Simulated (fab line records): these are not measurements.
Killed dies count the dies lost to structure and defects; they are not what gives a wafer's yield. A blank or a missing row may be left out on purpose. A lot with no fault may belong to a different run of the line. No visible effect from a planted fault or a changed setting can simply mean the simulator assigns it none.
2 desks, one fault / flow sfq-line / every desk sees just its own numbers, and what lay behind them comes last

DESK OF THE TOOL OWNER: rie-metal-04
The tool's own readings at SFQ_TRILAYER_L0_BARC_OPEN_METAL_ETCH_010 (etches BARC in O2, target depth 125 nm, time 41.7 s): means of the sampled wafers that have a number, for each lot that ran on this tool. Marked OUT: a lot whose mean sits more than 4 standard deviations from the usual mean, which makes it out of limits; the brackets give that distance.
Columns: A = drypump-motor-current-A at SFQ_TRILAYER_L0_BARC_OPEN_METAL_ETCH_010, usual 5.9 A; B = oes-product-au at SFQ_TRILAYER_L0_BARC_OPEN_METAL_ETCH_010, usual 0.685 a.u.
lot=L447; first seen here=day 6 04:36; A=5.3; B=0.685
lot=L450; first seen here=day 6 23:56; A=5.4; B=0.685
lot=L451; first seen here=day 7 04:43; A=5.1; B=0.686
This desk found nothing out of limits on any of the 3 lots.

THE METROLOGY DESK
Lot by lot, what the gauges showed, no matter which tool ran the lot: averages of those sampled wafers that carry a number. Marked OUT: a lot whose mean sits more than 4 standard deviations from the usual mean, which makes it out of limits; the brackets give that distance.
Columns: A = INCOMING_BOW at SFQ_INCOMING_BOW_MEAS_900, usual 0 um; B = L0_MONX_KI_RS at SFQ_L0_RS_MEAS_901, usual 43.5 ohm/sq; C = L0_MONX_KI_THK at SFQ_L0_THK_MEAS_902, usual 39.4 nm
lot=L443; first seen here=day 2 01:00; A=0; B=43.2; C=39.4
lot=L447; first seen here=day 2 21:01; A=-6; B=43.2; C=39.6
lot=L450; first seen here=day 3 12:02; A=3; B=43.3; C=39.6
lot=L451; first seen here=day 3 17:00; A=2; B=42.9; C=40.0
lot=L457; first seen here=day 4 23:02; A=4; B=42.9; C=40.1
lot=L459; first seen here=day 5 09:02; A=-1; B=43.2; C=39.6
This desk found nothing out of limits on any of the 6 lots.

BROUGHT TOGETHER
Nothing out of limits was seen by the tool owner's desk.
The metrology desk saw nothing out of limits.

WHAT THE SIMULATOR HAD PUT IN
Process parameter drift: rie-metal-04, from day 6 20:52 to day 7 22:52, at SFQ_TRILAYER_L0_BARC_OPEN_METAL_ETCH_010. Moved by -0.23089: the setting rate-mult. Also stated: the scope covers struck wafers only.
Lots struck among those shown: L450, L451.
